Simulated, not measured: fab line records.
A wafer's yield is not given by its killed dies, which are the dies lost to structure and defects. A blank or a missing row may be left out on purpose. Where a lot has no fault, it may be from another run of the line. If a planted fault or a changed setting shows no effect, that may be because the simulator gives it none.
Which tool was responsible? || flow sky130 || 6 lots, 17 wafers sampled, at 3 steps of a route of 708

WHAT EACH GAUGE READ, for each wafer
SKY_SD_N_CD_MEAS_07: target cd 380 nm.
{"lot": "L653", "measured": "day 27 16:09", "on": "cd_sem-01", "cd_nm (nm)": "384.5 383.9 384.0"}
{"lot": "L657", "measured": "day 29 02:17", "on": "cd_sem-02", "cd_nm (nm)": "383.4 382.8 382.4"}
{"lot": "L661", "measured": "day 30 16:13", "on": "cd_sem-01", "cd_nm (nm)": "383.5 383.4 381.4"}
{"lot": "L664", "measured": "day 31 13:50", "on": "cd_sem-01", "cd_nm (nm)": "381.7 382.8 381.4"}
{"lot": "L666", "measured": "day 33 21:44", "on": "cd_sem-02", "cd_nm (nm)": "382.0 354.0"}
{"lot": "L673", "measured": "day 35 13:38", "on": "cd_sem-02", "cd_nm (nm)": "380.9 379.4 378.4"}

WHICH TOOL RAN EACH LOT (tool, then ch and the chambers of the sampled wafers, then the start)
{"lot": "L653", "SKY_POLY_CUT_ETCH_11": "rie_diel-01 ch 0,2,3, day 24 00:13", "SKY_SD_N_DEVELOP_06": "litho_track-03 ch 0, day 27 16:01"}
{"lot": "L657", "SKY_POLY_CUT_ETCH_11": "rie_diel-03 ch 0,1, day 25 11:55", "SKY_SD_N_DEVELOP_06": "litho_track-03 ch 0, day 29 02:04"}
{"lot": "L661", "SKY_POLY_CUT_ETCH_11": "rie_diel-03 ch 0,1,3, day 27 04:44", "SKY_SD_N_DEVELOP_06": "litho_track-04 ch 0, day 30 16:01"}
{"lot": "L664", "SKY_POLY_CUT_ETCH_11": "rie_diel-03 ch 0,1,2, day 28 03:01", "SKY_SD_N_DEVELOP_06": "litho_track-03 ch 0, day 31 13:41"}
{"lot": "L666", "SKY_POLY_CUT_ETCH_11": "rie_diel-03 ch 0,1, day 30 11:46", "SKY_SD_N_DEVELOP_06": "litho_track-04 ch 0, day 33 21:37"}
{"lot": "L673", "SKY_POLY_CUT_ETCH_11": "rie_diel-03 ch 0,1,3, day 32 08:23", "SKY_SD_N_DEVELOP_06": "litho_track-03 ch 0, day 35 13:29"}
- SKY_POLY_CUT_ETCH_11: etches Si3N4 in CF4/CH2F2/Ar, stops on poly-Si, time 42.5 s, target depth 60 nm.
- SKY_SD_N_DEVELOP_06: develop time 60 s.

THE ANSWER, worked out from the rows above alone
Rule: what is usual is taken from the lots themselves. The widest of any qualifying gaps counts: lots, ordered by their means at a reading, are off when they make up no more than a third of the lots, leave a main group of 4 or more, and stand apart from it by 3 or more times the standard deviation of that group's means. If all means in a main group match to the digits the tables above print for the reading, that group is not used. A lot without any number at a reading at which 4 lots or more have one is off too. The other lots that the step has rows for count as sound.
Off: L666, at SKY_SD_N_CD_MEAS_07 (cd_nm). For the main group the mean is 382.3 nm and the standard deviation 1.5.
If a tool, at a process step before that reading, ran all the lots that are off and no sound lot after the first of them, it fits. Those tools and the gauges at SKY_SD_N_CD_MEAS_07 are tried in the same way. One fits: litho_track-04 at SKY_SD_N_DEVELOP_06. Its last sound lot is L661 (day 30 16:01), its first lot that is off L666 (day 33 21:37): a fault that began between those two fits.

WHAT HAD BEEN PUT IN BY THE SIMULATOR
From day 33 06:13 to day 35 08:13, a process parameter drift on litho_track-04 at SKY_SD_N_DEVELOP_06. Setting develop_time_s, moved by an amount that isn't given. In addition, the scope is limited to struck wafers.
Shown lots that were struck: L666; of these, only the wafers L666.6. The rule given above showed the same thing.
